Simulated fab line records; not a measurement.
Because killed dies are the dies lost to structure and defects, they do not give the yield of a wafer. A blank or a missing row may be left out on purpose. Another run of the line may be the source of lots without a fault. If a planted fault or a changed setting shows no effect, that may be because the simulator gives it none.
fab line records ; flow sky130
[record] lots = 5; wafers = 15; lastDay = 49
route steps=708 shown METAL2@496 VIA2@507
lots with no fault: from the same line, run without faults
startH: hours from the record's first day to the start of the lot's first wafer shown ; waitH: time in hours since the lot's previous step ; " the same as in the row above ; L1.1+2: several wafers, shown together as one row ; - no value, or no start given ; * or withheld: withheld ; < > ~ a bound
route shown NAME@n: a module of which the file shows steps, and the number in the route of the first ; usual: mean/standard deviation of fault-free wafers ; same: alike in all rows ; chamber/n: place in a boat ; sites: each site's reading ; _std_site: their standard deviation ; _edge_site: inner sites' mean taken away from outer sites' mean ; radiusMm: how far each site lies from the wafer's centre ; mask NAME#n: copy n ; behind: the most recent tool/chamber to have shaped the wafer ; hold: why the lot was held/for how many hours/how that ended ; device: the n, p or np transistor that did not switch ; end of line: the tests these same wafers got at the end of their route ; a step without rows: its recipe alone ; killed: at the first sort, the dies lost to defects and structure; wafer yield is something else ; map: per-die view of a wafer (x killed, . not killed, _ where there is no die)
set.NAME: the run value of the setting; set.NAME@STEP: its run value at that earlier step ; model.NAME: the simulator's own value behind a step, which no gauge read
certain route steps with their lots: each step a table, each wafer a row
services: when a tool's chamber went out of use (startH, in hours from the record's first day, below 0 if earlier), for how many hours, and the reason
[[steps]]
[step SKY_METAL2_PEB_13]
[recipe] pebTempC = withheld; pebTimeS = withheld; resist = KrF-thick
lot.wafer;tool;chamber;startH;waitH
L079.3+4+5;lithoTrack-01;0;-;-
L085.1+4+6;lithoTrack-01;0;-;-
L087.1+3+6;lithoTrack-01;0;-;-
L089.2+4+6;lithoTrack-03;0;-;-
L094.1+3+4;lithoTrack-02;0;-;-
[step SKY_METAL2_DEVELOP_14]
[recipe] developTimeS = 60; resist = KrF-thick; devTempC = 21
lot.wafer;tool;chamber;startH;waitH
L079.3+4+5;lithoTrack-01;0;-;-
L085.1+4+6;lithoTrack-01;0;-;-
L087.1+3+6;lithoTrack-01;0;-;-
L089.2+4+6;lithoTrack-03;0;-;-
L094.1+3+4;lithoTrack-02;0;-;-
[step SKY_METAL2_CD_MEAS_15]
[recipe] targetCdNm = 140
[usual] cdNm = 140.2/1.6
lot.wafer;tool;chamber;startH;waitH;cdNm
L079.3;cdSem-01;-;865.29;-;143.0
L079.4;cdSem-01;-;865.29;-;140.2
L079.5;cdSem-01;-;865.29;-;140.8
L085.1;cdSem-02;-;905.95;-;140.3
L085.4;cdSem-02;-;905.95;-;139.5
L085.6;cdSem-02;-;905.95;-;139.9
L087.1;cdSem-02;-;914.60;-;143.0
L087.3;cdSem-02;-;914.60;-;143.7
L087.6;cdSem-02;-;914.60;-;144.3
L089.2;cdSem-01;-;918.99;-;137.6
L089.4;cdSem-01;-;918.99;-;138.8
L089.6;cdSem-01;-;918.99;-;138.6
L094.1;cdSem-02;-;967.82;-;140.7
L094.3;cdSem-02;-;967.82;-;139.8
L094.4;cdSem-02;-;967.82;-;140.4
[step SKY_METAL2_OVL_MEAS_16]
[usual] METAL2_OVL = -1/4.8
lot.wafer;tool;chamber;startH;waitH;METAL2_OVL[nm]
L079.3;overlay-02;-;865.38;0.1;-1
L079.4;overlay-02;-;865.38;0.1;1
L079.5;overlay-02;-;865.38;0.1;-3
L085.1;overlay-02;-;906.07;0.1;9
L085.4;overlay-02;-;906.07;0.1;1
L085.6;overlay-02;-;906.07;0.1;1
L087.1;overlay-01;-;914.72;0.1;-11
L087.3;overlay-01;-;914.72;0.1;-1
L087.6;overlay-01;-;914.72;0.1;-5
L089.2;overlay-01;-;919.10;0.1;-1
L089.4;overlay-01;-;919.10;0.1;6
L089.6;overlay-01;-;919.10;0.1;-1
L094.1;overlay-02;-;967.94;0.1;-3
L094.3;overlay-02;-;967.94;0.1;0
L094.4;overlay-02;-;967.94;0.1;1
[step SKY_METAL2_DESCUM_17]
[recipe] chemistry = O2; sourcePowerW = 150; biasPowerW = 0; pressureMtorr = 10; tempC = 40; timeS = 8
[usual] chamberPressureMTorr = 10.000/0.0093; drypumpMotorCurrentA = 6.0/0.4; oesProductAu = 1.000/0.015; tempC = 40.01/0.11
lot.wafer;tool;chamber;startH;waitH;chamberPressureMTorr;drypumpMotorCurrentA;oesProductAu;rfHoursCounterH;tempC
L079.3;rieMetal-01;0;865.42;0.0;9.992;6.0;0.981;-;39.73
L079.4;rieMetal-01;1;865.42;0.0;9.992;6.6;1.005;-;39.89
L079.5;rieMetal-01;1;865.42;0.0;9.987;6.6;1.002;-;39.87
L085.1;rieMetal-01;0;906.11;0.0;9.980;6.0;0.984;7;40.14
L085.4;rieMetal-01;1;906.11;0.0;9.989;6.6;1.011;-;39.90
L085.6;rieMetal-01;1;906.11;0.0;10.005;6.6;1.010;-;39.80
L087.1;rieMetal-01;0;914.76;0.0;9.997;6.0;0.989;7;40.35
L087.3;rieMetal-01;0;914.76;0.0;10.003;5.9;0.982;-;40.06
L087.6;rieMetal-01;1;914.76;0.0;10.004;6.7;1.032;-;40.01
L089.2;rieMetal-01;1;919.13;0.0;9.994;6.6;1.019;18;39.82
L089.4;rieMetal-01;0;919.13;0.0;10.001;6.0;0.985;-;40.13
L089.6;rieMetal-01;0;919.13;0.0;9.991;6.0;0.987;-;40.03
L094.1;rieMetal-03;1;967.98;0.0;9.994;6.5;1.027;0;39.98
L094.3;rieMetal-03;0;967.98;0.0;9.993;5.8;1.011;-;39.86
L094.4;rieMetal-03;1;967.98;0.0;9.998;6.5;1.030;-;40.08
[step SKY_METAL2_ETCH_18]
[recipe] chemistry = N2/H2; target = BARC; ionEnergyEv = 200; biasW = 100; pressureMtorr = 30; n2FlowSccm = 100; h2FlowSccm = 200; icpW = 500; stopOn = SiO2; timeS = 45.9; targetDepthA = 600
[usual] biasW = 100.0/0.3; chamberPressureMTorr = 30.002/0.029; drypumpMotorCurrentA = 6.0/0.41; oesProductAu = 0.855/0.005; throttleValvePct = 13.225/0.0095
lot.wafer;tool;chamber;startH;waitH;biasW;chamberPressureMTorr;drypumpMotorCurrentA;oesProductAu;rfHoursCounterH;throttleValvePct
L079.3;rieMetal-01;0;865.46;0.0;100.1;30.046;6.0;0.846;-;13.219
L079.4;rieMetal-01;1;865.46;0.0;99.7;30.000;6.6;0.851;-;13.239
L079.5;rieMetal-01;1;865.46;0.0;99.5;30.014;6.6;0.854;-;13.218
L085.1;rieMetal-01;0;906.14;0.0;99.7;29.945;6.0;0.864;7;13.227
L085.4;rieMetal-01;1;906.14;0.0;100.8;30.004;6.6;0.868;-;13.213
L085.6;rieMetal-01;1;906.14;0.0;100.2;30.017;6.6;0.861;-;13.208
L087.1;rieMetal-01;0;914.79;0.0;100.6;30.033;6.0;0.854;7;13.226
L087.3;rieMetal-01;0;914.79;0.0;100.3;30.032;6.0;0.849;-;13.226
L087.6;rieMetal-01;1;914.79;0.0;100.2;29.997;6.6;0.860;-;13.232
L089.2;rieMetal-01;1;919.16;0.0;99.7;29.953;6.7;0.856;18;13.219
L089.4;rieMetal-01;0;919.16;0.0;100.5;30.037;6.0;0.849;-;13.214
L089.6;rieMetal-01;0;919.16;0.0;100.2;29.977;6.0;0.851;-;13.237
L094.1;rieMetal-03;1;968.01;0.0;99.6;29.955;6.6;0.854;0;13.239
L094.3;rieMetal-03;0;968.01;0.0;100.0;29.966;5.8;0.850;-;13.230
L094.4;rieMetal-03;1;968.01;0.0;99.6;29.961;6.5;0.855;-;13.216
[step SKY_METAL2_METAL_ETCH_19]
[recipe] targetDepthA = 3600; stopOn = SiO2; overEtchFrac = 0.3; timeS = 78; chemistry = Cl2/BCl3; resistSidewallDeg = 88; pressureMtorr = 10; icpW = 900; biasW = 48.5; Cl2_flow_sccm = 60; bcl3FlowSccm = 30
[usual] biasW = 48.47/0.14; chamberPressureMTorr = 10.001/0.0086; drypumpMotorCurrentA = 6.0/0.41; oesProductAu = 0.854/0.0056; throttleValvePct = 22.263/0.0089
lot.wafer;tool;chamber;startH;waitH;biasW;chamberPressureMTorr;drypumpMotorCurrentA;oesProductAu;rfHoursCounterH;throttleValvePct
L079.3;rieMetal-01;0;865.53;0.1;48.21;9.999;6.0;0.851;-;22.257
L079.4;rieMetal-01;1;865.53;0.1;48.25;10.009;6.6;0.846;-;22.261
L079.5;rieMetal-01;1;865.53;0.1;48.47;10.000;6.6;0.855;-;22.261
L085.1;rieMetal-01;0;906.20;0.0;48.46;10.007;6.0;0.851;7;22.274
L085.4;rieMetal-01;1;906.20;0.0;48.42;9.996;6.6;0.850;-;22.282
L085.6;rieMetal-01;1;906.20;0.0;48.40;10.012;6.6;0.858;-;22.257
L087.1;rieMetal-01;0;914.85;0.0;48.65;9.991;6.0;0.854;7;22.267
L087.3;rieMetal-01;0;914.85;0.0;48.62;10.012;6.0;0.859;-;22.268
L087.6;rieMetal-01;1;914.85;0.0;48.62;9.999;6.6;0.850;-;22.253
L089.2;rieMetal-01;1;919.22;0.0;48.61;10.003;6.6;0.847;18;22.261
L089.4;rieMetal-01;0;919.22;0.0;48.62;9.995;6.0;0.845;-;22.246
L089.6;rieMetal-01;0;919.22;0.0;48.52;10.004;6.0;0.848;-;22.254
L094.1;rieMetal-03;1;968.08;0.0;48.38;9.997;6.5;0.856;0;22.249
L094.3;rieMetal-03;0;968.08;0.0;48.43;10.029;5.8;0.846;-;22.270
L094.4;rieMetal-03;1;968.08;0.0;48.26;9.997;6.5;0.854;-;22.249
[step SKY_METAL2_STRIP_20]
[recipe] chemistry = O2/N2; powerW = 1400; pressureMtorr = 1500; platenTempC = withheld; o2FlowSccm = 3000; n2FlowSccm = 300; overashFraction = 0.5
[usual] chamberPressureMTorr = 1499.9/1.3; drypumpMotorCurrentA = 5.7/0.6; oesProductAu = 0.343/0.0051; stripTimeToEndpointS = 2.69/0.075
lot.wafer;tool;chamber;startH;waitH;chamberPressureMTorr;drypumpMotorCurrentA;oesProductAu;rfHoursCounterH;stripTimeToEndpointS
L079.3;plasmaAsher-02;0;865.63;0.1;1499.5;5.7;0.344;-;2.80
L079.4;plasmaAsher-02;1;865.63;0.1;1501.5;5.6;0.337;-;2.61
L079.5;plasmaAsher-02;1;865.63;0.1;1503.8;5.7;0.342;-;2.60
L085.1;plasmaAsher-02;1;906.29;0.1;1501.4;5.7;0.347;48;2.75
L085.4;plasmaAsher-02;1;906.29;0.1;1499.3;5.7;0.341;-;2.57
L085.6;plasmaAsher-02;0;906.29;0.1;1500.2;5.7;0.337;-;2.57
L087.1;plasmaAsher-04;0;914.94;0.1;1498.5;6.7;0.348;104;2.76
L087.3;plasmaAsher-04;0;914.94;0.1;1499.8;6.7;0.354;-;2.78
L087.6;plasmaAsher-04;1;914.94;0.1;1499.5;5.0;0.340;-;2.60
L089.2;plasmaAsher-04;1;919.31;0.1;1502.7;5.0;0.335;105;2.64
L089.4;plasmaAsher-04;0;919.31;0.1;1497.1;6.7;0.349;-;2.82
L089.6;plasmaAsher-04;0;919.31;0.1;1501.8;6.7;0.348;-;2.84
L094.1;plasmaAsher-02;1;968.17;0.1;1500.6;5.7;0.340;54;2.57
L094.3;plasmaAsher-02;0;968.17;0.1;1500.1;5.7;0.338;-;2.60
L094.4;plasmaAsher-02;1;968.17;0.1;1499.8;5.7;0.338;-;2.60
[step SKY_METAL2_STRIP_21]
[recipe] chemistry = postEtchResidueRemover; timeS = 1200; tempC = 72.5
[usual] bathGuardTempC = 72.4/0.35; bathHeatDutyPct = 13.9/1.2; tempC = 72.48/0.12
lot.wafer;tool;chamber;startH;waitH;bathGuardTempC;bathHeatDutyPct;tempC
L079.3;wetBench-03;1;865.69;0.0;72.2;12.3;72.52
L079.4;wetBench-03;1;865.69;0.0;72.2;11.0;72.60
L079.5;wetBench-03;1;865.69;0.0;72.5;11.7;72.49
L085.1;wetBench-04;1;906.39;0.1;72.5;14.3;72.55
L085.4;wetBench-04;1;906.39;0.1;72.5;14.7;72.44
L085.6;wetBench-04;1;906.39;0.1;72.6;15.3;72.39
L087.1;wetBench-03;1;915.04;0.1;72.0;11.7;72.31
L087.3;wetBench-03;1;915.04;0.1;72.4;12.6;72.43
L087.6;wetBench-03;1;915.04;0.1;72.5;12.2;72.33
L089.2;wetBench-03;0;919.41;0.1;71.8;15.4;72.32
L089.4;wetBench-03;0;919.41;0.1;72.1;14.5;72.43
L089.6;wetBench-03;0;919.41;0.1;71.8;16.2;72.42
L094.1;wetBench-04;3;968.27;0.1;73.2;15.5;72.41
L094.3;wetBench-04;3;968.27;0.1;73.2;14.5;72.36
L094.4;wetBench-04;3;968.27;0.1;73.1;14.8;72.48
[step SKY_METAL2_CLEAN_22]
[recipe] chemistry = IPA; timeS = 180; tempC = 25
[usual] bathHeatDutyPct = 6.1/0.62; tempC = 25.00/0.11
lot.wafer;tool;chamber;startH;waitH;bathHeatDutyPct;tempC
L079.3;wetBench-03;1;866.03;0.0;6.2;25.04
L079.4;wetBench-03;1;866.03;0.0;4.6;24.86
L079.5;wetBench-03;1;866.03;0.0;4.9;24.89
L085.1;wetBench-03;1;906.73;0.0;6.0;24.96
L085.4;wetBench-03;1;906.73;0.0;5.5;24.86
L085.6;wetBench-03;1;906.73;0.0;5.7;24.94
L087.1;wetBench-04;0;915.38;0.0;5.9;24.86
L087.3;wetBench-04;0;915.38;0.0;5.8;24.93
L087.6;wetBench-04;0;915.38;0.0;5.5;24.97
L089.2;wetBench-03;0;919.75;0.0;6.4;24.87
L089.4;wetBench-03;0;919.75;0.0;6.4;24.96
L089.6;wetBench-03;0;919.75;0.0;6.3;25.11
L094.1;wetBench-04;2;968.61;0.0;6.2;24.92
L094.3;wetBench-04;2;968.61;0.0;6.3;24.94
L094.4;wetBench-04;2;968.61;0.0;5.8;24.98
[step SKY_METAL2_CLEAN_23]
[recipe] chemistry = O3/DIW; dry = n2Spin
lot.wafer;tool;chamber;startH;waitH
L079.3+4+5;wetBench-03;3;866.09;0.0
L085.1+4+6;wetBench-02;0;906.79;0.0
L087.1+3+6;wetBench-02;0;915.44;0.0
L089.2+4+6;wetBench-04;2;919.81;0.0
L094.1+3+4;wetBench-04;1;968.67;0.0
[step SKY_VIA2_HDPCVD_00]
[recipe] material = SiO2; targetThkNm = 1180; sigmaOpenFrac = 0.3; timeS = 196.7; tempC = 400; sih4FlowSccm = 60; pressureMtorr = 6
[usual] pressureMtorr = 6.000/0.012
lot.wafer;tool;chamber;startH;waitH;pressureMtorr
L079.3;hdpcvd-01;1;866.18;0.0;5.998
L079.4;hdpcvd-01;1;866.18;0.0;6.009
L079.5;hdpcvd-01;2;866.18;0.0;6.018
L085.1;hdpcvd-01;1;906.99;0.0;6.005
L085.4;hdpcvd-01;1;906.99;0.0;5.988
L085.6;hdpcvd-01;0;906.99;0.0;5.991
L087.1;hdpcvd-02;0;915.63;0.0;6.011
L087.3;hdpcvd-02;0;915.63;0.0;5.983
L087.6;hdpcvd-02;0;915.63;0.0;5.994
L089.2;hdpcvd-02;0;919.90;0.0;6.011
L089.4;hdpcvd-02;2;919.90;0.0;5.987
L089.6;hdpcvd-02;2;919.90;0.0;5.992
L094.1;hdpcvd-01;0;968.76;0.0;5.981
L094.3;hdpcvd-01;1;968.76;0.0;6.007
L094.4;hdpcvd-01;1;968.76;0.0;6.020
[step SKY_VIA2_THK_MEAS_01]
[recipe] reads = SiO2_of_VIA2_HDPCVD_00
[usual] VIA2_HDPCVD_THK = 1179/19
lot.wafer;tool;chamber;startH;waitH;VIA2_HDPCVD_THK[nm]
L079.3;filmMetro-02;-;866.33;0.1;1170
L079.4;filmMetro-02;-;866.33;0.1;1174
L079.5;filmMetro-02;-;866.33;0.1;1178
L085.1;filmMetro-02;-;907.12;0.1;1155
L085.4;filmMetro-02;-;907.12;0.1;1162
L085.6;filmMetro-02;-;907.12;0.1;1224
L087.1;filmMetro-04;-;915.81;0.1;1161
L087.3;filmMetro-04;-;915.81;0.1;1162
L087.6;filmMetro-04;-;915.81;0.1;1168
L089.2;filmMetro-04;-;920.10;0.1;1187
L089.4;filmMetro-04;-;920.10;0.1;1186
L089.6;filmMetro-04;-;920.10;0.1;1178
L094.1;filmMetro-02;-;968.88;0.1;1199
L094.3;filmMetro-02;-;968.88;0.1;1192
L094.4;filmMetro-02;-;968.88;0.1;1176
[step SKY_VIA2_CMP_02]
[recipe] material = SiO2; downForcePsi = 4; platenRpm = 60; padVelocityMS = 0.94248
[usual] headPressurePsi = 3.998/0.0081; motorCurrentA = 11.8/1.4; platenRpm = 59.99/0.037
lot.wafer;tool;chamber;startH;waitH;headPressurePsi;motorCurrentA;platenRpm
L079.4;cmp-02;2;866.37;0.0;3.986;11.8;60.02
L079.3;cmp-02;0;866.37;0.0;3.997;11.0;59.96
L079.5;cmp-02;2;866.37;0.0;3.978;11.6;59.96
L085.4;cmp-01;1;907.18;0.0;3.995;11.4;60.03
L085.1;cmp-01;3;907.18;0.0;3.998;11.2;59.98
L085.6;cmp-01;1;907.18;0.0;3.993;11.5;59.97
L087.3;cmp-01;1;915.87;0.0;4.011;11.9;60.00
L087.1;cmp-01;2;915.87;0.0;3.991;13.5;59.92
L087.6;cmp-01;2;915.87;0.0;3.999;13.2;59.91
L089.2;cmp-02;1;920.19;0.1;3.990;9.2;60.05
L089.4;cmp-02;3;920.19;0.1;4.001;11.5;59.94
L089.6;cmp-02;1;920.19;0.1;3.998;9.6;59.99
L094.1;cmp-01;3;968.99;0.1;4.001;11.4;60.00
L094.3;cmp-01;0;968.99;0.1;4.010;13.8;59.99
L094.4;cmp-01;1;968.99;0.1;3.989;12.1;60.03
[step SKY_VIA2_BOW_MEAS_03]
[recipe] mode = bow
[usual] VIA2_BOW = 86/7.1
lot.wafer;tool;chamber;startH;waitH;VIA2_BOW[um]
L079.3;filmMetro-01;-;866.71;0.2;91
L079.4;filmMetro-01;-;866.71;0.2;90
L079.5;filmMetro-01;-;866.71;0.2;69
L085.1;filmMetro-04;-;907.48;0.1;102
L085.4;filmMetro-04;-;907.48;0.1;74
L085.6;filmMetro-04;-;907.48;0.1;93
L087.1;filmMetro-02;-;916.17;0.2;91
L087.3;filmMetro-02;-;916.17;0.2;81
L087.6;filmMetro-02;-;916.17;0.2;89
L089.2;filmMetro-04;-;920.51;0.3;88
L089.4;filmMetro-04;-;920.51;0.3;81
L089.6;filmMetro-04;-;920.51;0.3;82
L094.1;filmMetro-02;-;969.24;0.2;86
L094.3;filmMetro-02;-;969.24;0.2;92
L094.4;filmMetro-02;-;969.24;0.2;85
[[services]]
tool;chamber;startH;hours;kind
cmp-01;-;844.00;0.2;repair
cmp-02;-;849.99;1.4;repair
cmp-02;-;855.26;1.8;repair
rieMetal-03;-;865.37;1.2;repair
wetBench-04;-;865.64;1.3;repair
hdpcvd-02;-;868.87;2.8;pm
cmp-02;-;877.77;1.3;repair
hdpcvd-01;-;886.60;2.8;pm
rieMetal-03;-;895.28;28.1;pm
hdpcvd-01;-;904.81;0.7;repair
hdpcvd-02;1;907.73;26.4;repair
rieMetal-01;-;910.99;1.4;pm
cmp-02;-;912.00;4.0;pm
hdpcvd-01;2;914.81;5.6;repair
rieMetal-03;1;927.72;-;clean
rieMetal-03;1;927.72;31.6;scheduledDown
rieMetal-03;1;927.72;31.6;ventCycle
hdpcvd-01;-;950.25;15.0;pm
hdpcvd-01;0;950.25;15.0;ventCycle
hdpcvd-01;1;950.25;15.0;ventCycle
hdpcvd-01;2;950.25;15.0;ventCycle
cmp-02;-;956.47;1.6;repair
hdpcvd-01;0;965.25;-;clean
hdpcvd-01;1;965.25;-;clean
[[key]]
fault none
